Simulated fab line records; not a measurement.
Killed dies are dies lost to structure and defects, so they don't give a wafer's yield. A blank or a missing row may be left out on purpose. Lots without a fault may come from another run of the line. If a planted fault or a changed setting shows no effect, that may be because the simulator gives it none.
fab line records	flow sky130
[record] lots = 7	wafers = 21	last_day = 50
route steps=708 shown SD_N@356 SD_P@359 RES_XHIGH@360 SALICIDE@361 LI_CONTACT@362 PAD_OPEN@708
lots untouched by any fault: they come from a run of this same line in which no faults occurred
start_h: hours from the record's opening day to when the first of the lot's shown wafers began	wait_h: hours since the lot's step before	" repeats the value in the row above	L1.1+2: a row that stands for several wafers	- no value, or no start given	* or withheld: withheld	< > ~ a bound
route shown NAME@n: a module of which the file shows steps, and the number in the route of the first	usual: mean/standard deviation of fault-free wafers	same: alike in all rows	chamber/n: place in a boat	sites: the reading at each site	_std_site: their standard deviation	_edge_site: the outer-site mean with the inner-site mean subtracted	radius_mm: for every site, how far away it sits from the centre of the wafer	mask NAME#n: copy n	behind: the last tool/chamber to shape the wafer	hold: reason for holding the lot/hours on hold/outcome of the hold	device: transistor that didn't switch, given as n, p or np	end of line: the same wafers' tests at the end of the route	a step with no rows: only its recipe	killed: at the first sort, the dies lost to defects and structure; wafer yield is something else	map: a wafer's dies, marking killed ones x, the rest . and places with no die _
set.NAME: the setting as run; set.NAME@STEP: as run at that earlier step	model.NAME: the simulator's own value behind a step, which no gauge read
lots at some steps of the route; a table a step, a row a wafer
services: when a tool's chamber went out of use (start_h, in hours from the record's first day, below 0 if earlier), for how many hours, and the reason
[[steps]]
[step SKY_SD_N_RTA_14]
[recipe] temp_c = 1075	time_s = 2	idle_temp_c = 650	ramp_up_c_per_s = 150	ramp_down_c_per_s = 90	ambient = N2
[usual] anneal_temp_c_max = 1078.6/1.2	lamp_power_pct = 15.74/0.053	wafer_temp_C_max = 1078.0/1.4
lot.wafer	tool	chamber	start_h	wait_h	anneal_temp_c_max	lamp_power_pct	wafer_temp_C_max
L622.2	rtp_anneal-01	0	666.83	0.0	1079.2	15.67	1076.7
L622.3	"	0	"	"	1080.0	15.73	1076.6
L622.4	"	0	"	"	1079.8	15.75	1076.5
L626.4	rtp_anneal-01	0	702.85	0.0	1079.2	15.67	1078.4
L626.5	"	0	"	"	1078.5	15.69	1076.1
L626.6	"	0	"	"	1080.3	15.76	1079.6
L632.3	rtp_anneal-01	0	750.39	0.0	1079.4	15.74	1077.8
L632.4	"	0	"	"	1081.5	15.74	1077.1
L632.5	"	0	"	"	1079.3	15.73	1077.5
L633.1	rtp_anneal-02	0	755.38	0.0	1077.9	15.77	1079.5
L633.4	"	0	"	"	1078.0	15.69	1075.8
L633.6	"	0	"	"	1077.7	15.67	1077.3
L634.3	rtp_anneal-01	0	763.19	0.0	1079.3	15.76	1077.0
L634.4	"	0	"	"	1079.6	15.73	1078.0
L634.5	"	0	"	"	1078.0	15.82	1079.9
L640.3	rtp_anneal-02	0	807.12	0.0	1077.9	15.72	1076.5
L640.5	"	0	"	"	1077.7	15.71	1078.6
L640.6	"	0	"	"	1077.8	15.79	1079.3
L642.2	rtp_anneal-01	0	825.46	0.0	1078.6	15.71	1075.5
L642.3	"	0	"	"	1079.4	15.78	1076.7
L642.5	"	0	"	"	1079.6	15.65	1078.7
[step SKY_SD_N_RS_MEAS_16]
[recipe] thk_meas_gauge = four-point-probe
[usual] SD_N_RS = 68.22/0.1
lot.wafer	tool	chamber	start_h	wait_h	SD_N_RS[ohm/sq]
L622.2	film_metro-02	-	667.01	0.1	68.14
L622.3	"	-	"	"	68.22
L622.4	"	-	"	"	68.20
L626.4	film_metro-02	-	703.05	0.1	68.16
L626.5	"	-	"	"	68.13
L626.6	"	-	"	"	68.16
L632.3	film_metro-02	-	750.58	0.1	68.13
L632.4	"	-	"	"	68.06
L632.5	"	-	"	"	68.09
L633.1	film_metro-04	-	755.56	0.1	68.47
L633.4	"	-	"	"	68.17
L633.6	"	-	"	"	68.38
L634.3	film_metro-01	-	763.39	0.1	68.19
L634.4	"	-	"	"	68.27
L634.5	"	-	"	"	68.19
L640.3	film_metro-01	-	807.32	0.1	68.03
L640.5	"	-	"	"	68.12
L640.6	"	-	"	"	68.22
L642.2	film_metro-01	-	825.65	0.1	68.19
L642.3	"	-	"	"	68.30
L642.5	"	-	"	"	68.30
[step SKY_SD_N_RS_MEAS_17]
[recipe] thk_meas_gauge = four-point-probe
[usual] SD_P_RS = 147.1/0.31
lot.wafer	tool	chamber	start_h	wait_h	SD_P_RS[ohm/sq]
L622.2	film_metro-02	-	667.13	0.1	146.8
L622.3	"	-	"	"	147.0
L622.4	"	-	"	"	147.0
L626.4	film_metro-02	-	703.17	0.1	147.3
L626.5	"	-	"	"	147.6
L626.6	"	-	"	"	147.0
L632.3	film_metro-02	-	750.70	0.1	146.3
L632.4	"	-	"	"	146.5
L632.5	"	-	"	"	146.8
L633.1	film_metro-04	-	755.68	0.1	147.3
L633.4	"	-	"	"	147.3
L633.6	"	-	"	"	147.3
L634.3	film_metro-01	-	763.51	0.1	147.5
L634.4	"	-	"	"	146.4
L634.5	"	-	"	"	147.0
L640.3	film_metro-01	-	807.44	0.1	146.9
L640.5	"	-	"	"	147.4
L640.6	"	-	"	"	147.1
L642.2	film_metro-01	-	825.77	0.1	146.8
L642.3	"	-	"	"	147.1
L642.5	"	-	"	"	147.2
[step SKY_SD_N_RS_MEAS_18]
[recipe] thk_meas_gauge = four-point-probe
[usual] RES_XHIGH_RS = 333.1/1.3
lot.wafer	tool	chamber	start_h	wait_h	RES_XHIGH_RS[ohm/sq]
L622.2	film_metro-02	-	667.25	0.1	332.0
L622.3	"	-	"	"	333.3
L622.4	"	-	"	"	331.8
L626.4	film_metro-02	-	703.29	0.1	335.7
L626.5	"	-	"	"	335.5
L626.6	"	-	"	"	334.8
L632.3	film_metro-02	-	750.82	0.1	333.1
L632.4	"	-	"	"	333.1
L632.5	"	-	"	"	333.2
L633.1	film_metro-04	-	755.80	0.1	332.7
L633.4	"	-	"	"	332.7
L633.6	"	-	"	"	332.0
L634.3	film_metro-01	-	763.63	0.1	333.4
L634.4	"	-	"	"	334.7
L634.5	"	-	"	"	334.7
L640.3	film_metro-01	-	807.56	0.1	332.8
L640.5	"	-	"	"	331.5
L640.6	"	-	"	"	332.2
L642.2	film_metro-01	-	825.89	0.1	333.6
L642.3	"	-	"	"	330.9
L642.5	"	-	"	"	333.5
[step SKY_SALICIDE_CLEAN_00]
[recipe] chemistry = HF-last	time_s = 30	dilution = 100:1	dry = ipa_marangoni
[step SKY_LI_CONTACT_HDPCVD_00]
[recipe] material = PSG	target_thk_nm = 930	sigma_open_frac = 0.3	time_s = 155	temp_c = 600	sih4_flow_sccm = 60	pressure_mtorr = 6
[step SKY_LI_CONTACT_THK_MEAS_01]
[recipe] reads = PSG_of_LI_CONTACT_HDPCVD_00
[usual] LI_CONTACT_HDPCVD_THK = 928/10
lot.wafer	tool	chamber	start_h	wait_h	LI_CONTACT_HDPCVD_THK[nm]
L622.2	film_metro-01	-	667.48	0.1	920
L622.3	"	-	"	"	909
L622.4	"	-	"	"	914
L626.4	film_metro-04	-	703.50	0.0	946
L626.5	"	-	"	"	937
L626.6	"	-	"	"	940
L632.3	film_metro-04	-	751.04	0.1	922
L632.4	"	-	"	"	928
L632.5	"	-	"	"	923
L633.1	film_metro-01	-	756.04	0.1	938
L633.4	"	-	"	"	925
L633.6	"	-	"	"	939
L634.3	film_metro-02	-	763.85	0.1	928
L634.4	"	-	"	"	937
L634.5	"	-	"	"	917
L640.3	film_metro-02	-	807.78	0.1	911
L640.5	"	-	"	"	916
L640.6	"	-	"	"	922
L642.2	film_metro-04	-	826.14	0.1	924
L642.3	"	-	"	"	930
L642.5	"	-	"	"	923
[step SKY_LI_CONTACT_CMP_02]
[recipe] material = PSG	down_force_psi = 4	platen_rpm = 60	pad_velocity_m_s = 0.94248
[usual] edge_zone_pressure_frac = 1.000/0.005	motor_current_A = 12.8/0.95	platen_rpm = 60.00/0.039	time_to_endpoint_s = 33.0/2.8
lot.wafer	tool	chamber	start_h	wait_h	edge_zone_pressure_frac	motor_current_A	platen_rpm	time_to_endpoint_s
L622.4	cmp-01	0	667.53	0.0	1.003	14.9	60.05	27.9
L622.2	"	1	"	"	0.994	13.1	59.98	33.1
L622.3	"	3	"	"	1.003	12.1	59.97	27.1
L626.4	cmp-02	1	703.63	0.1	0.996	11.5	60.03	35.2
L626.6	"	3	"	"	0.999	13.9	60.01	32.4
L626.5	"	0	"	"	1.001	12.2	60.02	34.1
L632.3	cmp-01	1	751.13	0.1	1.001	13.4	60.03	34.2
L632.4	"	2	"	"	0.993	11.5	60.05	36.3
L632.5	"	0	"	"	0.996	14.1	59.99	31.8
L633.4	cmp-01	0	756.10	0.0	1.005	13.8	59.98	31.1
L633.1	"	3	"	"	1.008	12.2	60.01	31.1
L633.6	"	1	"	"	1.008	13.3	60.01	34.6
L634.3	cmp-02	2	763.99	0.1	0.996	12.9	59.99	32.8
L634.4	"	3	"	"	1.001	13.2	60.02	28.7
L634.5	"	1	"	"	0.989	11.4	59.95	31.8
L640.3	cmp-02	1	807.82	0.0	0.998	11.6	59.95	30.5
L640.6	"	1	"	"	1.010	11.6	59.97	32.9
L640.5	"	2	"	"	0.996	11.9	59.90	28.4
L642.3	cmp-01	0	826.19	0.0	1.000	14.8	60.03	34.2
L642.2	"	3	"	"	1.007	12.2	59.95	29.9
L642.5	"	0	"	"	1.001	14.4	59.98	33.6
[step SKY_LI_CONTACT_BOW_MEAS_03]
[recipe] mode = bow
[usual] LI_CONTACT_BOW = 55/6.6
lot.wafer	tool	chamber	start_h	wait_h	LI_CONTACT_BOW[um]
L622.2	film_metro-01	-	667.85	0.2	48
L622.3	"	-	"	"	65
L622.4	"	-	"	"	55
L626.4	film_metro-02	-	703.89	0.2	63
L626.5	"	-	"	"	50
L626.6	"	-	"	"	58
L632.3	film_metro-04	-	751.42	0.2	59
L632.4	"	-	"	"	48
L632.5	"	-	"	"	57
L633.1	film_metro-04	-	756.40	0.1	58
L633.4	"	-	"	"	63
L633.6	"	-	"	"	64
L634.3	film_metro-01	-	764.23	0.2	63
L634.4	"	-	"	"	44
L634.5	"	-	"	"	59
L640.3	film_metro-02	-	808.16	0.3	67
L640.5	"	-	"	"	60
L640.6	"	-	"	"	65
L642.2	film_metro-02	-	826.51	0.1	54
L642.3	"	-	"	"	61
L642.5	"	-	"	"	60
[step SKY_LI_CONTACT_DEHYDRATE_04]
[recipe] temp_c = 200	time_s = 60
[step SKY_LI_CONTACT_HMDS_05]
[recipe] prime_time_s = 60	prime_temp_c = 120
[step SKY_LI_CONTACT_COAT_06]
[recipe] resist = BARC	temp_c = withheld	time_s = withheld	spin_rpm = 3000	resist_thk_nm = 60
lot.wafer	tool	chamber	start_h	wait_h
L622.2+3+4	litho_track-01	0	682.23	0.1
L626.4+5+6	litho_track-03	0	717.21	0.1
L632.3+4+5	litho_track-03	0	763.53	0.1
L633.1+4+6	litho_track-03	0	768.48	0.1
L634.3+4+5	litho_track-03	0	778.53	0.1
L640.3+5+6	litho_track-02	0	819.39	0.1
L642.2+3+5	litho_track-02	0	839.96	0.1
[step SKY_LI_CONTACT_COAT_07]
[recipe] resist = KrF-thick	spin_rpm = 3000	resist_thk_nm = 450
[step SKY_LI_CONTACT_SOFTBAKE_08]
[recipe] temp_c = 100	time_s = 90	resist = KrF-thick
[step SKY_LI_CONTACT_EXPOSE_09]
[recipe] mask_id = LICM1	na = 0.8	source_shape = annular	sigma_inner = 0.55	sigma_outer = 0.85	target_cd_nm = 170	dose_mj = 38
[step SKY_LI_CONTACT_PEB_10]
[recipe] peb_temp_c = withheld	peb_time_s = withheld	resist = KrF-thick
[step SKY_LI_CONTACT_DEVELOP_11]
[recipe] develop_time_s = 60	resist = KrF-thick	dev_temp_c = 21
[step SKY_LI_CONTACT_CD_MEAS_12]
[recipe] target_cd_nm = 170
[usual] cd_nm = 170.1/1.4
lot.wafer	tool	chamber	start_h	wait_h	cd_nm
L622.2	cd_sem-01	-	696.25	-	170.3
L622.3	"	-	"	"	170.7
L622.4	"	-	"	"	170.2
L626.4	cd_sem-01	-	730.54	-	168.1
L626.5	"	-	"	"	168.8
L626.6	"	-	"	"	168.3
L632.3	cd_sem-01	-	778.22	-	171.5
L632.4	"	-	"	"	170.0
L632.5	"	-	"	"	172.2
L633.1	cd_sem-01	-	782.64	-	168.8
L633.4	"	-	"	"	169.5
L633.6	"	-	"	"	168.9
L634.3	cd_sem-01	-	791.54	-	170.7
L634.4	"	-	"	"	171.2
L634.5	"	-	"	"	167.8
L640.3	cd_sem-01	-	834.42	-	172.7
L640.5	"	-	"	"	172.4
L640.6	"	-	"	"	172.0
L642.2	cd_sem-02	-	852.97	-	169.2
L642.3	"	-	"	"	168.8
L642.5	"	-	"	"	170.3
[step SKY_LI_CONTACT_OVL_MEAS_13]
[usual] LI_CONTACT_OVL = -3/6.4
lot.wafer	tool	chamber	start_h	wait_h	LI_CONTACT_OVL[nm]
L622.2	overlay-02	-	696.36	0.1	10
L622.3	"	-	"	"	10
L622.4	"	-	"	"	9
L626.4	overlay-02	-	730.62	0.1	3
L626.5	"	-	"	"	5
L626.6	"	-	"	"	0
L632.3	overlay-01	-	778.31	0.1	-6
L632.4	"	-	"	"	-2
L632.5	"	-	"	"	0
L633.1	overlay-02	-	782.76	0.1	11
L633.4	"	-	"	"	2
L633.6	"	-	"	"	6
L634.3	overlay-02	-	791.64	0.1	-11
L634.4	"	-	"	"	-3
L634.5	"	-	"	"	-11
L640.3	overlay-02	-	834.51	0.1	-13
L640.5	"	-	"	"	-17
L640.6	"	-	"	"	-12
L642.2	overlay-02	-	853.08	0.1	-8
L642.3	"	-	"	"	-10
L642.5	"	-	"	"	-6
[step SKY_LI_CONTACT_ETCH_14]
[recipe] chemistry = N2/H2	target = BARC	ion_energy_ev = 200	source_w = 500	bias_w = 100	pressure_mtorr = 30	n2_flow_sccm = 100	h2_flow_sccm = 200	stop_on = SiO2	time_s = 45.9	target_depth_a = 600
[usual] bias_w = 99.9/0.31	chamber_pressure_mTorr = 30.000/0.028	drypump_motor_current_A = 5.9/0.32	h2_flow_sccm = 200.0/0.59	oes_product_au = 0.854/0.0046	throttle_valve_pct = 13.226/0.0089
lot.wafer	tool	chamber	start_h	wait_h	bias_w	chamber_pressure_mTorr	drypump_motor_current_A	h2_flow_sccm	oes_product_au	rf_hours_counter_h	throttle_valve_pct	model.etch.depth_nm
L622.2	rie_diel-01	3	696.39	0.0	99.4	29.996	6.2	200.1	0.849	3	13.217	59.94
L622.3	"	0	"	"	100.2	30.052	5.7	200.3	0.850	4	13.221	59.82
L622.4	"	1	"	"	100.0	29.955	6.2	200.0	0.860	7	13.240	59.86
L626.4	rie_diel-04	2	730.64	0.0	99.9	30.055	5.9	200.0	0.852	5	13.233	59.66
L626.5	"	3	"	"	99.7	29.986	5.4	201.2	0.845	-	13.218	59.55
L626.6	"	2	"	"	100.2	30.018	5.9	199.7	0.856	-	13.245	59.71
L632.3	rie_diel-04	2	778.34	0.0	100.0	30.018	5.9	199.9	0.859	6	13.241	60.06
L632.4	"	3	"	"	100.2	30.040	5.4	198.3	0.842	-	13.233	58.34
L632.5	"	2	"	"	100.3	29.995	5.9	199.0	0.856	-	13.233	60.14
L633.1	rie_diel-03	2	782.79	0.0	100.2	30.023	6.4	200.9	0.853	15	13.209	59.88
L633.4	"	0	"	"	99.6	29.979	5.8	200.1	0.841	29	13.218	58.13
L633.6	"	3	"	"	99.9	30.007	6.0	200.2	0.840	-	13.234	58.29
L634.3	rie_diel-03	3	791.66	0.0	99.6	30.013	6.0	200.4	0.851	20	13.244	59.97
L634.4	"	2	"	"	99.8	30.024	6.4	200.1	0.845	16	13.223	58.09
L634.5	"	0	"	"	100.1	29.977	5.8	200.6	0.857	-	13.227	59.81
L640.3	rie_diel-04	3	834.54	0.0	100.3	29.968	5.4	199.9	0.859	10	13.244	59.99
L640.5	"	0	"	"	100.4	30.025	5.5	199.7	0.849	-	13.230	60.08
L640.6	"	1	"	"	100.6	30.034	5.9	200.3	0.856	-	13.222	60.13
L642.2	rie_diel-04	3	853.11	0.0	99.9	29.971	5.3	199.6	0.847	10	13.227	60.19
L642.3	"	1	"	"	99.8	30.015	5.9	200.7	0.854	13	13.201	60.24
L642.5	"	3	"	"	99.7	29.995	5.4	200.1	0.856	-	13.225	60.18
[step SKY_LI_CONTACT_ETCH_15]
[recipe] target = PSG	chemistry = C4F8/O2/Ar	stop_on = Si	taper_deg = 4.15	mask_material = KrF-thick	source_w = 1500	bias_w = 1200	pressure_mtorr = 40	c4f8_flow_sccm = withheld	O2_flow_sccm = 6	Ar_flow_sccm = 300	time_s = withheld	target_depth_a = 6000
[usual] bias_w = 1200/3.9	chamber_pressure_mTorr = 39.99/0.037	oes_product_au = 0.826/0.0044
lot.wafer	tool	chamber	start_h	wait_h	bias_w	chamber_pressure_mTorr	oes_product_au
L622.2	rie_diel-01	3	696.43	0.0	1200	39.96	0.832
L622.3	"	0	"	"	1197	40.00	0.816
L622.4	"	1	"	"	1201	39.99	0.818
L626.4	rie_diel-04	2	730.68	0.0	1190	39.99	0.821
L626.5	"	3	"	"	1189	39.97	0.834
L626.6	"	2	"	"	1193	40.02	0.824
L632.3	rie_diel-04	2	778.38	0.0	1203	40.04	0.822
L632.4	"	3	"	"	1192	40.03	0.825
L632.5	"	2	"	"	1200	40.03	0.831
L633.1	rie_diel-03	2	782.83	0.0	1199	40.01	0.826
L633.4	"	0	"	"	1205	40.00	0.830
L633.6	"	3	"	"	1199	40.03	0.827
L634.3	rie_diel-03	3	791.70	0.0	1208	39.97	0.823
L634.4	"	2	"	"	1200	40.05	0.825
L634.5	"	0	"	"	1193	39.95	0.823
L640.3	rie_diel-04	3	834.58	0.0	1198	40.00	0.830
L640.5	"	0	"	"	1199	39.94	0.830
L640.6	"	1	"	"	1199	40.00	0.825
L642.2	rie_diel-04	3	853.15	0.0	1206	39.97	0.825
L642.3	"	1	"	"	1201	40.00	0.822
L642.5	"	3	"	"	1198	40.04	0.830
[step SKY_PAD_OPEN_PROBE_99]
[usual] killed_at_M0_to_M3 = 44/7.8	killed_at_M4_up = 2.9/1.7	killed_at_contacts = 24/5.4	killed_at_front_end = 15/4.5	killed_at_other = 0.3/0.55	killed_dies = 87/10	killed_open = 48/7.4	killed_short = 39/5.9
[same] gross_dies = 492	killed_at_back_side = 0
lot.wafer	tool	chamber	start_h	wait_h	killed_at_M0_to_M3	killed_at_M4_up	killed_at_contacts	killed_at_front_end	killed_at_other	killed_dies	killed_open	killed_short
L622.2	prober-01	-	1091.35	0.1	33	3	22	22	0	80	46	34
L622.3	prober-01	-	1091.40	0.2	30	1	16	12	0	59	31	28
L622.4	prober-01	-	1091.45	0.2	41	6	14	17	0	78	48	30
L634.3	prober-01	-	1160.18	0.2	42	2	24	18	0	86	44	42
L634.4	prober-01	-	1160.23	0.2	58	5	24	10	0	97	57	40
L634.5	prober-01	-	1160.28	0.2	43	1	30	14	0	88	45	43
L640.3	prober-02	-	1186.22	0.2	39	1	24	19	0	83	40	43
L640.5	prober-02	-	1186.32	0.2	42	4	22	21	1	90	56	34
L640.6	prober-02	-	1186.37	0.2	42	3	24	23	0	92	52	40
// killed by level:class
L622.2 CONTACT:geometric_particle:open=11 LI_CONTACT:geometric_particle:open=7 METAL1:geometric_particle:short=6 VIA2:geometric_particle:open=6 FIELD_ISO:geometric_particle:short=5 FIELD_ISO:geometric_particle:open=4 POLY_GATE:geometric_particle:short=4 POLY_GATE:geometric_particle:open=4
L622.3 CONTACT:geometric_particle:open=7 VIA1:geometric_particle:short=7 VIA3:geometric_particle:open=6 LI_CONTACT:geometric_particle:open=5 VIA1:geometric_particle:open=5 POLY_GATE:geometric_particle:short=4 POLY_GATE:geometric_particle:open=4 LOCAL_INTERCONNECT:geometric_particle:short=3
L622.4 VIA2:geometric_particle:open=9 VIA1:geometric_particle:open=8 VIA3:geometric_particle:open=8 CONTACT:geometric_particle:open=7 FIELD_ISO:geometric_particle:open=5 POLY_GATE:geometric_particle:short=5 METAL4:geometric_particle:short=4 POLY_GATE:geometric_particle:open=3
L634.3 LI_CONTACT:geometric_particle:open=12 VIA1:geometric_particle:short=7 VIA1:geometric_particle:open=7 VIA2:geometric_particle:open=7 METAL1:geometric_particle:short=6 VIA3:geometric_particle:open=6 FIELD_ISO:geometric_particle:short=5 POLY_GATE:geometric_particle:open=4
L634.4 VIA1:geometric_particle:open=14 VIA3:geometric_particle:open=9 LOCAL_INTERCONNECT:geometric_particle:short=7 VIA2:geometric_particle:open=7 VIA1:geometric_particle:short=6 FIELD_ISO:geometric_particle:open=5 LI_CONTACT:geometric_particle:open=5 CONTACT:geometric_particle:open=5
L634.5 CONTACT:geometric_particle:open=10 VIA2:geometric_particle:open=8 VIA1:geometric_particle:open=7 VIA3:geometric_particle:open=7 LI_CONTACT:geometric_particle:short=6 LI_CONTACT:geometric_particle:open=5 LOCAL_INTERCONNECT:geometric_particle:short=5 METAL2:geometric_particle:short=5
L640.3 LI_CONTACT:geometric_particle:open=8 VIA1:geometric_particle:open=7 METAL2:geometric_particle:short=7 LOCAL_INTERCONNECT:geometric_particle:short=6 CONTACT:geometric_particle:open=5 METAL1:geometric_particle:short=5 VIA2:geometric_particle:open=5 METAL3:geometric_particle:short=4
L640.5 VIA1:geometric_particle:open=11 LI_CONTACT:geometric_particle:open=10 CONTACT:geometric_particle:open=9 VIA2:geometric_particle:open=9 VIA3:geometric_particle:open=6 FIELD_ISO:geometric_particle:short=5 POLY_GATE:geometric_particle:short=4 METAL1:geometric_particle:short=4
L640.6 VIA1:geometric_particle:open=11 LI_CONTACT:geometric_particle:open=8 CONTACT:geometric_particle:open=7 METAL2:geometric_particle:short=7 POLY_GATE:geometric_particle:short=6 CONTACT:geometric_particle:short=5 VIA1:geometric_particle:short=5 METAL3:geometric_particle:short=5
[[services]]
tool	chamber	start_h	hours	kind
cmp-01	-	647.28	1.2	repair
rie_diel-03	0	653.09	4.2	repair
cmp-01	-	654.24	1.6	repair
cmp-02	-	661.78	4.2	repair
rie_diel-01	-	672.23	1.2	repair
rtp_anneal-02	-	676.32	4.6	pm
rie_diel-03	3	678.86	3.7	repair
cmp-01	-	682.35	5.4	pm
rie_diel-03	1	694.42	11.6	repair
cmp-02	-	701.10	1.0	repair
cmp-01	-	702.74	3.4	repair
rie_diel-04	-	711.57	0.4	repair
cmp-02	-	712.89	8.2	repair
rie_diel-03	3	738.98	6.7	repair
cmp-01	-	744.00	4.0	pm
cmp-01	-	757.38	5.3	repair
cmp-01	-	761.82	0.8	repair
rie_diel-03	-	770.05	0.3	repair
rie_diel-04	1	778.10	5.0	repair
cmp-02	-	778.46	0.6	repair
cmp-02	-	784.38	0.9	repair
cmp-02	-	817.90	1.8	repair
cmp-02	-	837.39	0.8	repair
rie_diel-03	-	842.53	0.2	repair
[[key]]
[first_sign] step = SKY_LI_CONTACT_ETCH_14	reading = oes_product_au	direction = down	sigmas = 2.7	usual = 0.854	struck = 0.842
effect none on later readings
[model_effect] step = SKY_LI_CONTACT_ETCH_14	value = etch.depth_nm	without = 60.02	struck = 58.21
met_at SKY_LI_CONTACT_COAT_06
struck_wafers L632.4,L633.4,L633.6,L634.4
tester_left_out L632,L633,L634
onset_between 717.21 763.53
[fault] kind = process_parameter_drift	tool = litho_track-03	chamber = -	onset_h = 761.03	steps = SKY_LI_CONTACT_COAT_06	channel = resist_thk_nm	offset = -1.8111	shape = step	end_h = 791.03	scope = struck_wafers_only	acts_in = these_recipes_only	stated = 60
// tester_left_out: of these lots the tester's yield and bins aren't shown, on N5 and GAA mostly nor the transistor test; their killed dies are dies lost to structure and defects alone, not to doping, threshold or leakage, so they don't give the yield
